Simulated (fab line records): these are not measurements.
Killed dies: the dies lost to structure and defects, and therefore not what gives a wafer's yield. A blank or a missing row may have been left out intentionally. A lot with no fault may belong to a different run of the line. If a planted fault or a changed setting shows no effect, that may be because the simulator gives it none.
fab line records	flow sky130
record: lots: 13	wafers: 39	lastDay: 50
route steps=708 shown POLY_GATE@232 VIA3@574 METAL4@601 PAD_OPEN@708
lots untouched by any fault: they come from a run of this same line in which no faults occurred
startH: hours from the record's opening day to when the first of the lot's shown wafers began	waitH: how many hours have passed since the lot's step before this one	" repeats the value in the row above	L1.1+2: a single row standing in for several wafers	- value missing, or start not given	* or withheld: withheld	< > ~ a bound
route shown NAME@n: names a module that has steps shown in the file, with the first one's number in the route	usual: mean/standard deviation taken from wafers without a fault	same: alike in all rows	chamber/n: place in a boat	sites: the reading at each site	_std_site: the values' standard deviation	_edge_site: mean of outer sites minus mean of inner sites	radiusMm: how far each site lies from the wafer's centre	mask NAME#n: copy n	behind: the tool/chamber that last shaped the wafer	hold: what put the lot on hold/how long, in hours/how the hold closed	device: transistor that didn't switch, given as n, p or np	end of line: at the end of the route, the tests of the same wafers	for a step that has no rows: nothing shown but its recipe	killed: dies lost to structure and defects at the first sort, not the wafer's yield	map: a wafer's dies, x killed, . not, _ none there
set.NAME: setting as actually run; set.NAME@STEP: the setting as run at that earlier step	model.NAME: the simulator's own value behind a step, which no gauge read
the route's steps for a sample of lots (tables are steps, rows are wafers)
services: the hour from which a tool's chamber was out of use, counted from the record's first day as startH (under 0 if before that day), plus the number of hours and why
== steps ==
step: SKY_POLY_GATE_STRIP_18
recipe: chemistry: O2/N2	powerW: 1400	pressureMtorr: 1500	platenTempC: withheld	o2FlowSccm: 3000	n2FlowSccm: 300	overashFraction: 0.5
usual: drypumpMotorCurrentA: 5.9/0.33	oesProductAu: 0.360/0.0054	stripTimeToEndpointS: 3.15/0.049
lot.wafer	tool	chamber	startH	waitH	drypumpMotorCurrentA	oesProductAu	rfHoursCounterH	stripTimeToEndpointS
L860.4	plasmaAsher-03	0	373.38	0.1	6.3	0.361	-	3.18
L860.5	"	1	"	"	5.7	0.360	-	3.11
L860.6	"	0	"	"	6.3	0.353	-	3.14
L861.1	plasmaAsher-02	0	384.43	0.0	5.9	0.362	69	3.11
L861.2	"	1	"	"	5.6	0.356	69	3.13
L861.3	"	1	"	"	5.6	0.367	-	3.19
L863.2	plasmaAsher-02	1	407.68	0.0	5.6	0.364	71	3.11
L863.3	"	0	"	"	5.9	0.363	-	3.19
L863.5	"	1	"	"	5.6	0.362	-	3.12
L864.4	plasmaAsher-01	1	414.93	0.1	6.3	0.366	-	3.12
L864.5	"	0	"	"	5.3	0.359	-	3.10
L864.6	"	1	"	"	6.3	0.354	-	3.15
L866.2	plasmaAsher-03	0	438.03	0.0	6.3	0.358	58	3.18
L866.3	"	1	"	"	5.7	0.363	-	3.17
L866.6	"	0	"	"	6.4	0.369	-	3.20
L867.2	plasmaAsher-02	1	438.98	0.0	5.6	0.365	74	3.18
L867.5	"	1	"	"	5.6	0.350	-	3.03
L867.6	"	0	"	"	5.9	0.352	-	3.06
L868.3	plasmaAsher-02	1	446.81	0.1	5.6	0.369	-	3.18
L868.4	"	0	"	"	5.9	0.346	-	3.16
L868.6	"	0	"	"	5.9	0.361	-	3.14
L869.1	plasmaAsher-02	0	449.66	0.0	5.9	0.355	76	3.14
L869.5	"	1	"	"	5.6	0.357	-	3.07
L869.6	"	0	"	"	5.9	0.356	-	3.14
L870.2	plasmaAsher-03	1	476.60	0.0	5.7	0.361	62	3.19
L870.3	"	1	"	"	5.7	0.352	-	3.11
L870.4	"	0	"	"	6.3	0.369	-	3.13
L872.2	plasmaAsher-03	0	479.70	0.0	6.3	0.349	62	3.07
L872.3	"	1	"	"	5.7	0.361	-	3.17
L872.6	"	0	"	"	6.3	0.350	-	3.04
L878.1	plasmaAsher-03	1	524.40	0.0	5.7	0.353	68	3.21
L878.2	"	0	"	"	6.4	0.351	68	3.15
L878.4	"	0	"	"	6.3	0.356	-	3.18
L880.3	plasmaAsher-03	1	540.88	0.1	5.7	0.365	-	3.20
L880.4	"	0	"	"	6.3	0.356	-	3.23
L880.5	"	0	"	"	6.3	0.356	-	3.19
L883.1	plasmaAsher-02	0	577.30	0.0	5.9	0.355	90	3.20
L883.5	"	1	"	"	5.6	0.364	-	3.23
L883.6	"	0	"	"	5.9	0.364	-	3.17
step: SKY_VIA3_THK_MEAS_01
recipe: reads: SiO2_of_VIA3_HDPCVD_00
usual: VIA3_HDPCVD_THK: 1639/17
lot.wafer	tool	chamber	startH	waitH	VIA3_HDPCVD_THK[nm]
L860.4	filmMetro-02	-	904.39	0.0	1620
L860.5	"	-	"	"	1635
L860.6	"	-	"	"	1649
L861.1	filmMetro-03	-	917.11	0.1	1646
L861.2	"	-	"	"	1642
L861.3	"	-	"	"	1620
L864.4	filmMetro-04	-	936.70	0.0	1644
L864.5	"	-	"	"	1629
L864.6	"	-	"	"	1628
L863.2	filmMetro-02	-	941.95	0.1	1625
L863.3	"	-	"	"	1618
L863.5	"	-	"	"	1623
L866.2	filmMetro-04	-	958.31	0.1	1637
L866.3	"	-	"	"	1642
L866.6	"	-	"	"	1654
L867.2	filmMetro-03	-	961.28	0.1	1669
L867.5	"	-	"	"	1660
L867.6	"	-	"	"	1616
L868.3	filmMetro-02	-	969.71	0.1	1680
L868.4	"	-	"	"	1631
L868.6	"	-	"	"	1672
L869.1	filmMetro-04	-	972.48	0.1	1595
L869.5	"	-	"	"	1609
L869.6	"	-	"	"	1624
L870.2	filmMetro-04	-	986.47	0.1	1641
L870.3	"	-	"	"	1641
L870.4	"	-	"	"	1619
L872.2	filmMetro-04	-	990.63	0.1	1614
L872.3	"	-	"	"	1619
L872.6	"	-	"	"	1627
L878.1	filmMetro-02	-	1026.71	0.1	1627
L878.2	"	-	"	"	1631
L878.4	"	-	"	"	1665
L880.3	filmMetro-03	-	1037.68	0.1	1626
L880.4	"	-	"	"	1652
L880.5	"	-	"	"	1632
L883.1	filmMetro-04	-	1067.39	0.1	1642
L883.5	"	-	"	"	1640
L883.6	"	-	"	"	1641
step: SKY_VIA3_CD_MEAS_12
recipe: targetCdNm: 200
usual: cdNm: 200.4/1.5
lot.wafer	tool	chamber	startH	waitH	cdNm
L860.4	cdSem-02	-	929.07	-	202.0
L860.5	"	-	"	"	201.7
L860.6	"	-	"	"	202.8
L861.1	cdSem-01	-	941.66	-	200.3
L861.2	"	-	"	"	199.6
L861.3	"	-	"	"	198.6
L864.4	cdSem-02	-	961.02	-	200.2
L864.5	"	-	"	"	199.9
L864.6	"	-	"	"	201.4
L863.2	cdSem-02	-	965.88	-	198.0
L863.3	"	-	"	"	199.7
L863.5	"	-	"	"	198.0
L866.2	cdSem-01	-	982.38	-	201.5
L866.3	"	-	"	"	199.3
L866.6	"	-	"	"	200.0
L867.2	cdSem-02	-	985.88	-	199.2
L867.5	"	-	"	"	200.0
L867.6	"	-	"	"	201.0
L868.3	cdSem-01	-	993.40	-	201.8
L868.4	"	-	"	"	200.1
L868.6	"	-	"	"	202.5
L869.1	cdSem-01	-	995.71	-	203.4
L869.5	"	-	"	"	203.3
L869.6	"	-	"	"	203.2
L870.2	cdSem-02	-	1009.78	-	200.6
L870.3	"	-	"	"	202.2
L870.4	"	-	"	"	200.6
L872.2	cdSem-01	-	1013.73	-	201.4
L872.3	"	-	"	"	201.2
L872.6	"	-	"	"	201.7
L878.1	cdSem-02	-	1048.56	-	199.7
L878.2	"	-	"	"	199.5
L878.4	"	-	"	"	199.2
L880.3	cdSem-02	-	1060.07	-	197.3
L880.4	"	-	"	"	196.9
L880.5	"	-	"	"	198.3
L883.1	cdSem-02	-	1089.21	-	201.4
L883.5	"	-	"	"	201.6
L883.6	"	-	"	"	201.4
step: SKY_METAL4_SPUTTER_03
recipe: material: Ti	targetThkNm: 5	powerW: 3000	timeS: 3.3	chamberPressurePa: 0.4
usual: throttleValvePct: 30.5/1.1
same: timeS: 3.3
lot.wafer	tool	chamber	startH	waitH	throttleValvePct
L860.4	pvdSputter-03	-	930.61	0.0	29.1
L860.5	"	-	"	"	29.3
L860.6	"	-	"	"	29.3
L861.1	pvdSputter-03	-	943.26	0.0	29.3
L861.2	"	-	"	"	29.3
L861.3	"	-	"	"	29.0
L864.4	pvdSputter-02	-	962.65	0.0	30.7
L864.5	"	-	"	"	30.7
L864.6	"	-	"	"	31.6
L863.2	pvdSputter-04	-	967.61	0.0	30.4
L863.3	"	-	"	"	31.5
L863.5	"	-	"	"	32.5
L866.2	pvdSputter-03	-	983.97	0.0	28.8
L866.3	"	-	"	"	29.5
L866.6	"	-	"	"	29.9
L867.2	pvdSputter-02	-	987.47	0.0	30.6
L867.5	"	-	"	"	29.2
L867.6	"	-	"	"	31.9
L868.3	pvdSputter-04	-	995.46	0.0	30.1
L868.4	"	-	"	"	31.5
L868.6	"	-	"	"	31.5
L869.1	pvdSputter-02	-	997.65	0.0	30.7
L869.5	"	-	"	"	29.0
L869.6	"	-	"	"	30.8
L870.2	pvdSputter-04	-	1011.58	0.0	32.4
L870.3	"	-	"	"	30.0
L870.4	"	-	"	"	31.6
L872.2	pvdSputter-02	-	1015.31	0.0	30.7
L872.3	"	-	"	"	30.6
L872.6	"	-	"	"	30.6
L878.1	pvdSputter-04	-	1050.30	0.0	32.6
L878.2	"	-	"	"	31.5
L878.4	"	-	"	"	30.0
L880.3	pvdSputter-02	-	1061.68	0.0	30.5
L880.4	"	-	"	"	28.9
L880.5	"	-	"	"	31.5
L883.1	pvdSputter-02	-	1090.81	0.0	30.5
L883.5	"	-	"	"	30.6
L883.6	"	-	"	"	29.1
step: SKY_PAD_OPEN_PROBE_99
usual: killed_at_M0_to_M3: 42/6.4	killed_at_M4_up: 3.2/1.9	killedAtContacts: 24/4.8	killedAtFrontEnd: 16/4.4	killedAtOther: 0.3/0.55	killedDies: 86/8.6	killedOpen: 46/6.6	killedShort: 39/5.7
same: grossDies: 492	killedAtBackSide: 0
lot.wafer	tool	chamber	startH	waitH	killed_at_M0_to_M3	killed_at_M4_up	killedAtContacts	killedAtFrontEnd	killedAtOther	killedDies	killedOpen	killedShort
L878.1	prober-02	-	1174.29	0.1	29	4	26	56	0	115	44	33
L878.2	prober-02	-	1174.34	0.1	39	0	23	79	0	141	45	30
L878.4	prober-02	-	1174.44	0.2	31	1	19	79	1	131	30	32
L880.3	prober-01	-	1182.80	0.2	32	9	22	48	0	111	46	37
L880.4	prober-01	-	1182.85	0.2	42	1	19	76	0	138	46	29
L880.5	prober-01	-	1182.90	0.2	38	5	18	76	0	137	36	39
killed by level:class
L878.1 POLY_GATE:unspecified=38 CONTACT:geometricParticle:open=12 LI_CONTACT:geometricParticle:open=6 VIA1:geometricParticle:open=6 FIELD_ISO:geometricParticle:short=5 POLY_GATE:geometricParticle:open=5 POLY_GATE:geometricParticle:short=4 METAL1:geometricParticle:short=4
L878.2 POLY_GATE:unspecified=66 VIA1:geometricParticle:open=10 CONTACT:geometricParticle:open=8 VIA2:geometricParticle:open=7 LI_CONTACT:geometricParticle:open=6 METAL1:geometricParticle:short=6 VIA1:geometricParticle:short=5 LOCAL_INTERCONNECT:geometricParticle:short=4
L878.4 POLY_GATE:unspecified=68 CONTACT:geometricParticle:open=10 VIA3:geometricParticle:open=7 VIA1:geometricParticle:open=7 FIELD_ISO:geometricParticle:short=4 VIA1:geometricParticle:short=4 METAL2:geometricParticle:short=4 METAL3:geometricParticle:short=4
L880.3 POLY_GATE:unspecified=28 VIA1:geometricParticle:open=11 CONTACT:geometricParticle:open=9 LI_CONTACT:geometricParticle:open=6 METAL4:geometricParticle:short=6 POLY_GATE:geometricParticle:short=5 METAL2:geometricParticle:short=5 FIELD_ISO:geometricParticle:open=4
L880.4 POLY_GATE:unspecified=63 VIA3:geometricParticle:open=10 CONTACT:geometricParticle:open=9 METAL1:geometricParticle:short=8 VIA1:geometricParticle:open=6 LI_CONTACT:geometricParticle:open=6 FIELD_ISO:geometricParticle:short=5 SPACER:geometricParticle:open=3
L880.5 POLY_GATE:unspecified=62 VIA1:geometricParticle:open=9 METAL2:geometricParticle:short=8 FIELD_ISO:geometricParticle:short=7 VIA3:geometricParticle:open=7 LI_CONTACT:geometricParticle:open=5 METAL1:geometricParticle:short=4 VIA2:geometricParticle:open=4
== services ==
tool	chamber	startH	hours	kind
pvdSputter-02	-	382.38	4.2	repair
pvdSputter-04	-	447.94	0.9	repair
pvdSputter-02	-	544.66	4.3	repair
pvdSputter-02	-	566.12	1.4	repair
pvdSputter-04	-	638.67	0.7	repair
plasmaAsher-03	-	666.36	1.8	repair
pvdSputter-02	-	668.50	1.5	repair
plasmaAsher-02	-	670.67	3.7	repair
plasmaAsher-02	-	674.76	6.2	repair
pvdSputter-02	-	684.50	3.2	repair
plasmaAsher-02	-	717.25	1.3	repair
pvdSputter-04	-	733.63	2.4	repair
plasmaAsher-02	-	733.75	9.0	pm
pvdSputter-04	-	745.15	0.5	repair
pvdSputter-02	-	748.00	1.4	repair
plasmaAsher-02	-	792.56	14.6	pm
plasmaAsher-03	-	872.48	0.4	repair
plasmaAsher-02	-	902.56	6.1	repair
pvdSputter-04	-	909.72	5.0	repair
pvdSputter-04	-	953.60	0.5	repair
plasmaAsher-02	-	1019.84	2.8	pm
pvdSputter-02	-	1027.54	0.5	repair
plasmaAsher-03	-	1055.25	9.0	pm
pvdSputter-04	-	1086.66	4.1	repair
== key ==
firstSign: step: SKY_PAD_OPEN_PROBE_99	reading: killedAtFrontEnd	direction: up	sigmas: 12	usual: 16	struck: 69
effect: step: SKY_PAD_OPEN_PROBE_99	reading: killedDies	direction: up	sigmas: 5	usual: 86	struck: 129
metAt SKY_POLY_GATE_STRIP_18
struckLots L878,L880
testerLeftOut L878,L880
notActingAt SKY_VIA3_THK_MEAS_01,SKY_VIA3_CD_MEAS_12,SKY_METAL4_SPUTTER_03
onsetBetween 479.70 524.40
fault: kind: chamberParticleSource	tool: plasmaAsher-03	chamber: -	onsetH: 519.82	steps: SKY_POLY_GATE_STRIP_18	ratePerVisitCm2: 1.7525	endH: 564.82
testerLeftOut: of these lots the tester's yield and bins aren't shown, on N5 and GAA mostly nor the transistor test; their killed dies are dies lost to structure and defects alone, not to doping, threshold or leakage, so they don't give the yield
